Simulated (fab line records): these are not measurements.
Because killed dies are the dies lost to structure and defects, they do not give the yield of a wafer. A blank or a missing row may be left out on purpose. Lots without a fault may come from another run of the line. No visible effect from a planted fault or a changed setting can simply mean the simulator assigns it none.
A lot that was struck, set against a sound lot / flow gf180mcu / 18 out of 602 route steps
Sound: these wafers, L502.2, L502.5, L502.6. Struck: wafer L508.3 (L508.2, L508.6, from the same lot, were not struck and are left out); the cause is given at the end.
At each step with rows: each side's tool, then ch and its chambers, then its first start. Under that, the readings that differ: sound wafers / struck wafers / difference of the means / sigmas: that difference in standard deviations of wafers without a fault.
alike: readings whose means differ by less than 2 such deviations, and words and numbers that are the same on both sides. not compared: withheld readings, readings that some wafer has no value for, bounds like >300 that may hide the same value, and numbers for which the record gives no deviation and whose values overlap.
A row with sigmas, a row that says differs or no value, or rows on one side alone: a step with any of these is where the two part. When numbers do not overlap yet have no deviation, they are printed without sigmas and do not part them. A reading that every wafer of one side lacks parts them only if that side has two wafers or more.

first, 3 steps without rows for these wafers: GF_V2_EXPOSE_11 (exposes mask Via2, target cd 260 nm); GF_V2_PEB_12 (peb time 90 s); GF_V2_DEVELOP_13 (develop time 60 s).
GF_V2_CD_MEAS_14: the cd target is 260 nm.
  sound on cd sem-02 at day 23 05:23; struck on cd sem-02 at day 24 21:58
  alike: cd nm
GF_V2_OVL_MEAS_15:
  sound on overlay-02 at day 23 05:29; struck on overlay-01 at day 24 22:05
  alike: V2_OVL
then, 1 step without rows for these wafers: GF_V2_ETCH_16 (etches BARC in N2/H2).
GF_V2_ETCH_17: etches SiO2 in C4F8/O2/Ar, stops on TiN, target depth 630 nm.
  sound on rie diel-01 ch 2,3; struck on rie diel-02 ch 1
  alike: oes product au
GF_V2_STRIP_18: strips in O2/N2.
  sound on plasma asher-03 ch 0,1, day 23 05:38; struck on plasma asher-04 ch 0, day 24 22:14
reading=drypump motor current A (A); sound=5.9 5.8 5.9; struck=5.2; difference=-0.7; sigmas=-2
  alike: heater power w, oes product au
  not compared: rf hours counter h
then, 2 steps without rows for these wafers: GF_V2_STRIP_19 (strips in post etch residue remover, time 1200 s); GF_V2_CLEAN_20 (cleans in DIW).
GF_V2_SPUTTER_21: material Ti, target thk 15 nm, time 80.02 s.
  sound on pvd sputter-03 at day 23 06:10; struck on pvd sputter-02 at day 24 23:15
  alike: chamber pressure pa, throttle valve pct
GF_V2_SPUTTER_22: material TiN, target thk 10 nm, time 40 s.
  sound on pvd sputter-03 at day 23 06:14; struck on pvd sputter-02 at day 24 23:19
  alike: chamber pressure pa, throttle valve pct
GF_V2_CVD_23: deposits W, target thk 350 nm, time 104.94 s.
  sound on cvd w-01 ch 0,1, day 23 06:16; struck on cvd w-02 ch 0, day 24 23:21
reading=model.W_of_V2_CVD_23.thk nm (nm); sound=353.1 346.1 351; struck=198.6; difference=-151.5; sigmas=
  alike: heater power w
GF_V2_RS_MEAS_24: a four-point-probe measurement.
  sound on film metro-04 at day 23 06:25; struck on film metro-03 at day 24 23:29
reading=V2_W_RS (ohm/sq); sound=0.324 0.331 0.326; struck=0.580; difference=+0.253; sigmas=+77
GF_V2_THK_MEAS_25: measures by xrf.
  sound on film metro-04 at day 23 06:31; struck on film metro-03 at day 24 23:36
reading=V2_W_THK (nm); sound=347 339 343; struck=195; difference=-148; sigmas=-34
GF_V2_CMP_26: polishes, stops on SiO2, t overpolish 15 s, target thk 0 nm.
  sound on cmp-02 ch 0,2,3, day 23 06:40; struck on cmp-02 ch 2, day 24 23:55
reading=time to endpoint s (s); sound=90 90 85; struck=49; difference=-39; sigmas=-13
  alike: motor current A
GF_M3_SPUTTER_00: material Ti, target thk 37.5 nm, time 150 s.
  sound on pvd sputter-01 at day 23 06:52; struck on pvd sputter-03 at day 25 00:10
reading=chamber pressure pa (Pa); sound=1.992 2.001 1.992; struck=2.005; difference=+0.010; sigmas=+2
  alike: throttle valve pct
next, for these wafers, 1 step has no rows: GF_PASSIVATION_PROBE_99.

## WHERE THEY PART
Last at GF_M3_SPUTTER_00 as far as this record goes, first at GF_V2_STRIP_18.

WHY: whatever the simulator had introduced
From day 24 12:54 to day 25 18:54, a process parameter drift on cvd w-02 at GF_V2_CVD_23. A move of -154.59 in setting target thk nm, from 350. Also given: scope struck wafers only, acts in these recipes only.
